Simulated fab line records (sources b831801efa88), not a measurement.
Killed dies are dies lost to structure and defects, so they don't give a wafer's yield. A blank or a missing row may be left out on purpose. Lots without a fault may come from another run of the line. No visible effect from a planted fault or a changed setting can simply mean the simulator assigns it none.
fab line records -- flow sky130
record: lots: 14, wafers: 42, last_day: 50
route steps=708 shown METAL1@438 VIA1@460
lots that met no fault: taken from a fault-free run of the same line
start_h: start of the lot's first displayed wafer, in hours after the record's first day -- wait_h: hours since the lot's step before -- " repeats the value in the row above -- L1.1+2: several wafers, shown together as one row -- - no value, or no start given -- * or withheld: withheld -- < > ~ a bound
route shown NAME@n: a module of which the file shows steps, and the number in the route of the first -- usual: mean and standard deviation over wafers with no fault -- same: alike in all rows -- chamber/n: place in a boat -- sites: the reading at each site -- _std_site: their standard deviation -- _edge_site: the outer-site mean with the inner-site mean subtracted -- radius_mm: for every site, how far away it sits from the centre of the wafer -- mask NAME#n: copy n -- behind: tool/chamber where the wafer was last shaped -- hold: reason for holding the lot/hours on hold/outcome of the hold -- device: names the non-switching transistor (n, p or np) -- end of line: the route-end tests of the same wafers -- a step with no rows: only its recipe -- killed: count of dies lost to structure and defects at first sort (not the wafer's yield) -- map: per-die view of a wafer (x killed, . not killed, _ where there is no die)
set.NAME: setting as actually run; set.NAME@STEP: the setting as run at that earlier step -- model.NAME: the simulator's own value behind a step, which no gauge read
one table for each step of the route and one row for each wafer, over a sample of lots
services: when a tool's chamber went out of use (start_h, in hours from the record's first day, below 0 if earlier), for how many hours, and the reason
== steps ==
step: SKY_METAL1_SPUTTER_04
recipe: material: TiN, target_thk_nm: 70, power_w: 6500, time_s: 58.3, chamber_pressure_pa: 0.4
usual: throttle_valve_pct: 29.9/0.97
lot.wafer,tool,chamber,start_h,wait_h,throttle_valve_pct
L418.1,pvd_sputter-01,-,738.95,0.0,28.8
L418.3,pvd_sputter-01,-,738.95,0.0,31.0
L418.5,pvd_sputter-01,-,738.95,0.0,30.7
L419.1,pvd_sputter-03,-,741.55,0.0,30.7
L419.2,pvd_sputter-03,-,741.55,0.0,27.4
L419.5,pvd_sputter-03,-,741.55,0.0,30.8
L421.4,pvd_sputter-01,-,757.86,0.0,31.0
L421.5,pvd_sputter-01,-,757.86,0.0,29.0
L421.6,pvd_sputter-01,-,757.86,0.0,31.0
L420.2,pvd_sputter-03,-,758.86,0.0,31.3
L420.4,pvd_sputter-03,-,758.86,0.0,27.6
L420.6,pvd_sputter-03,-,758.86,0.0,31.3
L422.2,pvd_sputter-01,-,762.92,0.0,31.0
L422.3,pvd_sputter-01,-,762.92,0.0,29.0
L422.6,pvd_sputter-01,-,762.92,0.0,31.0
L431.2,pvd_sputter-01,-,838.55,0.0,31.0
L431.4,pvd_sputter-01,-,838.55,0.0,31.1
L431.6,pvd_sputter-01,-,838.55,0.0,30.9
L432.2,pvd_sputter-02,-,845.20,0.0,30.0
L432.4,pvd_sputter-02,-,845.20,0.0,29.1
L432.5,pvd_sputter-02,-,845.20,0.0,29.7
L435.3,pvd_sputter-01,-,860.70,0.0,29.3
L435.4,pvd_sputter-01,-,860.70,0.0,31.1
L435.6,pvd_sputter-01,-,860.70,0.0,30.9
L436.1,pvd_sputter-03,-,875.49,0.0,27.8
L436.2,pvd_sputter-03,-,875.49,0.0,31.3
L436.4,pvd_sputter-03,-,875.49,0.0,30.8
L437.2,pvd_sputter-02,-,879.24,0.0,29.3
L437.3,pvd_sputter-02,-,879.24,0.0,30.2
L437.4,pvd_sputter-02,-,879.24,0.0,28.8
L438.2,pvd_sputter-01,-,882.95,0.0,29.5
L438.3,pvd_sputter-01,-,882.95,0.0,28.7
L438.5,pvd_sputter-01,-,882.95,0.0,31.1
L439.1,pvd_sputter-03,-,891.84,0.0,30.1
L439.2,pvd_sputter-03,-,891.84,0.0,31.4
L439.6,pvd_sputter-03,-,891.84,0.0,30.6
L440.2,pvd_sputter-02,-,899.03,0.0,29.4
L440.5,pvd_sputter-02,-,899.03,0.0,29.3
L440.6,pvd_sputter-02,-,899.03,0.0,29.3
L441.1,pvd_sputter-01,-,904.75,0.0,31.2
L441.4,pvd_sputter-01,-,904.75,0.0,29.8
L441.5,pvd_sputter-01,-,904.75,0.0,28.6
step: SKY_METAL1_STRIP_20
recipe: chemistry: O2/N2, power_w: 1400, pressure_mtorr: 1500, platen_temp_c: withheld, o2_flow_sccm: 3000, n2_flow_sccm: 300, overash_fraction: 0.5
usual: chamber_pressure_mTorr: 1500.0/1.5, drypump_motor_current_A: 6.0/0.45, oes_product_au: 0.342/0.0048, strip_time_to_endpoint_s: 2.68/0.047
lot.wafer,tool,chamber,start_h,wait_h,chamber_pressure_mTorr,drypump_motor_current_A,oes_product_au,rf_hours_counter_h,strip_time_to_endpoint_s
L418.1,plasma_asher-02,1,766.61,0.1,1500.6,6.0,0.340,92,2.65
L418.3,plasma_asher-02,1,766.61,0.1,1501.1,6.0,0.340,-,2.67
L418.5,plasma_asher-02,1,766.61,0.1,1501.4,6.0,0.340,-,2.65
L419.1,plasma_asher-03,0,769.26,0.1,1498.5,6.5,0.342,3,2.61
L419.2,plasma_asher-03,1,769.26,0.1,1500.9,6.4,0.336,3,2.61
L419.5,plasma_asher-03,1,769.26,0.1,1501.0,6.3,0.337,-,2.63
L421.4,plasma_asher-04,1,784.74,0.1,1501.2,5.4,0.344,-,2.71
L421.5,plasma_asher-04,1,784.74,0.1,1500.7,5.4,0.348,-,2.68
L421.6,plasma_asher-04,0,784.74,0.1,1497.7,5.5,0.343,-,2.72
L420.2,plasma_asher-04,1,785.66,0.1,1501.7,5.4,0.345,67,2.66
L420.4,plasma_asher-04,1,785.66,0.1,1500.5,5.4,0.343,-,2.65
L420.6,plasma_asher-04,1,785.66,0.1,1498.7,5.4,0.342,-,2.67
L422.2,plasma_asher-03,0,789.41,0.1,1496.9,6.6,0.346,5,2.69
L422.3,plasma_asher-03,1,789.41,0.1,1500.5,6.2,0.340,-,2.70
L422.6,plasma_asher-03,1,789.41,0.1,1501.2,6.3,0.345,-,2.64
L431.2,plasma_asher-04,0,864.71,0.1,1499.2,5.5,0.342,76,2.78
L431.4,plasma_asher-04,1,864.71,0.1,1499.1,5.4,0.341,-,2.76
L431.6,plasma_asher-04,0,864.71,0.1,1499.4,5.5,0.348,-,2.80
L432.2,plasma_asher-03,0,871.76,0.1,1502.2,6.6,0.347,14,2.73
L432.4,plasma_asher-03,0,871.76,0.1,1499.8,6.6,0.349,-,2.78
L432.5,plasma_asher-03,1,871.76,0.1,1500.4,6.4,0.345,-,2.76
L435.3,plasma_asher-03,1,886.79,0.1,1502.3,6.3,0.342,-,2.70
L435.4,plasma_asher-03,0,886.79,0.1,1499.1,6.6,0.340,-,2.64
L435.6,plasma_asher-03,0,886.79,0.1,1498.3,6.6,0.339,-,2.71
L436.1,plasma_asher-02,0,901.74,0.1,1499.7,6.2,0.336,106,2.64
L436.2,plasma_asher-02,1,901.74,0.1,1500.9,6.0,0.336,106,2.64
L436.4,plasma_asher-02,0,901.74,0.1,1497.9,6.2,0.350,-,2.67
L437.2,plasma_asher-03,0,904.86,0.1,1498.6,6.6,0.350,17,2.75
L437.3,plasma_asher-03,0,904.86,0.1,1495.9,6.6,0.345,-,2.73
L437.4,plasma_asher-03,1,904.86,0.1,1499.7,6.3,0.340,-,2.75
L438.2,plasma_asher-03,0,909.01,0.1,1499.9,6.6,0.340,17,2.69
L438.3,plasma_asher-03,1,909.01,0.1,1500.6,6.3,0.346,-,2.69
L438.5,plasma_asher-03,0,909.01,0.1,1499.3,6.6,0.348,-,2.71
L439.1,plasma_asher-03,1,917.51,0.1,1498.8,6.3,0.340,18,2.67
L439.2,plasma_asher-03,0,917.51,0.1,1499.1,6.6,0.342,18,2.69
L439.6,plasma_asher-03,0,917.51,0.1,1500.8,6.6,0.339,-,2.70
L440.2,plasma_asher-03,0,924.71,0.1,1500.1,6.6,0.340,19,2.68
L440.5,plasma_asher-03,0,924.71,0.1,1498.5,6.6,0.336,-,2.66
L440.6,plasma_asher-03,1,924.71,0.1,1500.1,6.3,0.337,-,2.63
L441.1,plasma_asher-02,0,929.86,0.1,1500.2,6.2,0.344,109,2.72
L441.4,plasma_asher-02,1,929.86,0.1,1499.0,6.0,0.342,-,2.70
L441.5,plasma_asher-02,0,929.86,0.1,1499.3,6.2,0.350,-,2.66
step: SKY_VIA1_CMP_02
recipe: material: SiO2, down_force_psi: 4, platen_rpm: 60, pad_velocity_m_s: 0.94248
usual: head_pressure_psi: 3.999/0.0084, motor_current_A: 12.5/1.9, slurry_flow_ml_min: 150.1/0.46
lot.wafer,tool,chamber,start_h,wait_h,head_pressure_psi,motor_current_A,slurry_flow_ml_min
L418.1,cmp-02,0,767.47,0.1,4.006,16.6,151.0
L418.3,cmp-02,1,767.47,0.1,3.996,11.8,149.4
L418.5,cmp-02,1,767.47,0.1,3.995,11.9,149.2
L419.2,cmp-02,0,770.19,0.1,4.002,16.4,149.3
L419.1,cmp-02,1,770.19,0.1,3.995,12.3,149.5
L419.5,cmp-02,3,770.19,0.1,3.992,10.4,150.6
L421.4,cmp-02,3,785.53,0.0,3.980,11.2,150.8
L421.6,cmp-02,3,785.53,0.0,3.998,11.2,149.8
L421.5,cmp-02,0,785.53,0.0,4.006,16.4,149.7
L420.2,cmp-02,3,786.48,0.0,4.012,11.0,150.3
L420.4,cmp-02,2,786.48,0.0,4.009,11.1,150.3
L420.6,cmp-02,3,786.48,0.0,4.013,11.0,150.0
L422.2,cmp-01,2,790.28,0.1,4.017,11.1,150.2
L422.3,cmp-01,3,790.28,0.1,4.001,11.7,150.3
L422.6,cmp-01,2,790.28,0.1,3.998,11.7,149.3
L431.2,cmp-01,0,865.48,0.0,4.013,12.3,150.1
L431.4,cmp-01,1,865.48,0.0,4.016,13.1,150.4
L431.6,cmp-01,1,865.48,0.0,3.995,13.5,150.1
L432.2,cmp-02,1,872.53,0.0,4.006,11.9,149.5
L432.4,cmp-02,3,872.53,0.0,4.010,10.8,149.9
L432.5,cmp-02,2,872.53,0.0,3.989,11.1,149.9
L435.3,cmp-02,1,887.66,0.1,4.017,12.0,150.0
L435.4,cmp-02,2,887.66,0.1,3.998,11.5,150.0
L435.6,cmp-02,3,887.66,0.1,4.002,11.3,150.1
L436.4,cmp-02,3,902.50,0.0,3.984,11.5,150.1
L436.2,cmp-02,0,902.50,0.0,3.994,15.5,150.1
L436.1,cmp-02,1,902.50,0.0,3.998,12.2,149.5
L437.2,cmp-01,3,905.62,0.0,4.014,11.8,149.6
L437.3,cmp-01,0,905.62,0.0,4.005,13.0,150.3
L437.4,cmp-01,2,905.62,0.0,4.006,11.3,150.8
L438.3,cmp-01,3,909.91,0.1,4.009,11.4,150.0
L438.2,cmp-01,0,909.91,0.1,3.994,12.1,150.0
L438.5,cmp-01,2,909.91,0.1,3.997,10.6,150.5
L439.1,cmp-02,3,918.41,0.2,4.000,11.2,149.6
L439.2,cmp-02,0,918.41,0.2,4.002,16.6,150.5
L439.6,cmp-02,3,918.41,0.2,3.996,11.1,150.6
L440.2,cmp-01,0,925.63,0.1,3.995,12.1,150.2
L440.5,cmp-01,2,925.63,0.1,3.999,11.2,149.9
L440.6,cmp-01,3,925.63,0.1,3.998,11.4,150.1
L441.4,cmp-01,3,930.97,0.0,3.990,11.7,150.6
L441.1,cmp-01,2,930.97,0.0,3.989,10.6,150.2
L441.5,cmp-01,0,930.97,0.0,4.003,12.5,150.5
step: SKY_VIA1_STRIP_16
recipe: chemistry: O2/N2, power_w: 1400, pressure_mtorr: 1500, platen_temp_c: withheld, o2_flow_sccm: 3000, n2_flow_sccm: 300, overash_fraction: 0.5
usual: chamber_pressure_mTorr: 1499.9/1.4, drypump_motor_current_A: 6.1/0.53, oes_product_au: 0.416/0.0051, strip_time_to_endpoint_s: 4.459/0.027
lot.wafer,tool,chamber,start_h,wait_h,chamber_pressure_mTorr,drypump_motor_current_A,oes_product_au,rf_hours_counter_h,strip_time_to_endpoint_s
L418.1,plasma_asher-03,1,794.37,0.0,1499.0,6.3,0.411,5,4.494
L418.3,plasma_asher-03,1,794.37,0.0,1500.5,6.3,0.418,-,4.463
L418.5,plasma_asher-03,0,794.37,0.0,1498.8,6.6,0.417,-,4.468
L419.1,plasma_asher-02,0,796.41,0.0,1500.5,6.2,0.408,95,4.388
L419.2,plasma_asher-02,1,796.41,0.0,1500.7,6.0,0.417,95,4.418
L419.5,plasma_asher-02,0,796.41,0.0,1500.3,6.1,0.408,-,4.441
L421.4,plasma_asher-01,0,812.80,0.1,1500.7,5.0,0.412,-,4.510
L421.5,plasma_asher-01,1,812.80,0.1,1502.0,6.4,0.426,-,4.493
L421.6,plasma_asher-01,0,812.80,0.1,1501.8,5.0,0.418,-,4.507
L420.2,plasma_asher-01,1,814.67,0.0,1501.2,6.4,0.420,36,4.485
L420.4,plasma_asher-01,0,814.67,0.0,1497.9,4.9,0.414,-,4.441
L420.6,plasma_asher-01,0,814.67,0.0,1502.9,5.0,0.426,-,4.475
L422.2,plasma_asher-01,0,817.61,0.0,1500.7,5.0,0.419,36,4.481
L422.3,plasma_asher-01,1,817.61,0.0,1502.3,6.4,0.422,-,4.509
L422.6,plasma_asher-01,0,817.61,0.0,1500.9,5.0,0.422,-,4.491
L431.2,plasma_asher-03,1,891.32,0.0,-,-,-,-,-
L431.4,plasma_asher-03,1,891.32,0.0,-,-,-,-,-
L431.6,plasma_asher-03,1,891.32,0.0,-,-,-,-,-
L432.2,plasma_asher-02,0,897.97,0.0,-,-,-,-,-
L432.4,plasma_asher-02,1,897.97,0.0,-,-,-,-,-
L432.5,plasma_asher-02,1,897.97,0.0,-,-,-,-,-
L435.3,plasma_asher-03,1,913.95,0.1,1498.5,6.3,0.411,-,4.488
L435.4,plasma_asher-03,0,913.95,0.1,1499.7,6.6,0.412,-,4.445
L435.6,plasma_asher-03,1,913.95,0.1,1499.1,6.3,0.408,-,4.474
L436.1,plasma_asher-02,0,927.57,0.0,1500.7,6.2,0.421,109,4.428
L436.2,plasma_asher-02,1,927.57,0.0,1500.0,6.0,0.421,109,4.469
L436.4,plasma_asher-02,0,927.57,0.0,1500.8,6.2,0.422,-,4.453
L437.2,plasma_asher-01,1,931.26,0.0,1500.4,6.5,0.411,45,4.405
L437.3,plasma_asher-01,1,931.26,0.0,1499.3,6.5,0.409,-,4.433
L437.4,plasma_asher-01,0,931.26,0.0,1500.4,5.0,0.415,-,4.440
L438.2,plasma_asher-02,0,934.97,0.0,1499.7,6.2,0.421,110,4.440
L438.3,plasma_asher-02,0,934.97,0.0,1497.3,6.2,0.418,-,4.413
L438.5,plasma_asher-02,1,934.97,0.0,1501.8,5.9,0.410,-,4.422
L439.1,plasma_asher-01,1,943.12,0.0,1499.6,6.4,0.412,46,4.445
L439.2,plasma_asher-01,0,943.12,0.0,1498.7,4.9,0.420,46,4.481
L439.6,plasma_asher-01,1,943.12,0.0,1501.1,6.4,0.421,-,4.476
L440.2,plasma_asher-02,1,950.12,0.0,1500.8,6.0,0.416,111,4.440
L440.5,plasma_asher-02,1,950.12,0.0,1499.5,6.0,0.410,-,4.430
L440.6,plasma_asher-02,0,950.12,0.0,1500.2,6.2,0.411,-,4.442
L441.1,plasma_asher-01,0,955.22,0.0,1500.0,5.0,0.412,48,4.465
L441.4,plasma_asher-01,1,955.22,0.0,1500.2,6.4,0.425,-,4.455
L441.5,plasma_asher-01,0,955.22,0.0,1502.5,5.0,0.418,-,4.436
== services ==
tool,chamber,start_h,hours,kind
cmp-02,-,716.21,0.9,repair
plasma_asher-03,-,733.75,9.0,pm
cmp-01,-,744.06,4.0,pm
plasma_asher-01,-,760.83,9.1,repair
cmp-01,-,763.54,4.0,pm
pvd_sputter-02,-,768.92,1.3,repair
plasma_asher-01,-,779.11,2.8,pm
pvd_sputter-02,-,784.41,3.3,repair
pvd_sputter-02,-,798.60,5.5,repair
cmp-02,-,801.90,0.3,repair
cmp-01,-,839.18,0.9,repair
plasma_asher-01,-,849.71,28.1,pm
cmp-01,-,850.44,7.2,pm
pvd_sputter-02,-,853.56,1.4,repair
cmp-02,-,869.08,0.5,repair
pvd_sputter-01,-,878.99,1.3,repair
cmp-02,-,885.63,1.4,repair
plasma_asher-04,-,888.44,2.3,repair
pvd_sputter-01,-,908.66,1.5,repair
cmp-02,-,912.22,4.0,pm
cmp-02,-,919.57,0.5,repair
plasma_asher-02,-,923.70,1.6,repair
plasma_asher-02,-,923.72,0.9,repair
cmp-02,-,942.08,4.7,pm
== key ==
first_sign: step: SKY_VIA1_STRIP_16, reading: tool_record, direction: missing
effect none on later readings
met_at SKY_VIA1_STRIP_16
struck_lots L431,L432
later_rows_left_out L431.2,L431.4,L431.6,L432.2,L432.4,L432.5
sort_left_out L431.2,L431.4,L431.6,L432.2,L432.4,L432.5
not_acting_at SKY_METAL1_SPUTTER_04,SKY_METAL1_STRIP_20,SKY_VIA1_CMP_02
onset_between 796.41 891.32
fault: kind: skipped_step_whole, tool: plasma_asher-02,plasma_asher-03, chamber: -, onset_h: 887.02, steps: SKY_VIA1_STRIP_16, scope: struck_lots_only
sort_left_out: the simulated sort isn't trusted on such a fault, so these wafers' sort isn't shown, and their yield isn't known
later_rows_left_out: the simulator's readings of these wafers behind a module that went badly wrong aren't trusted and aren't shown, but for the sort
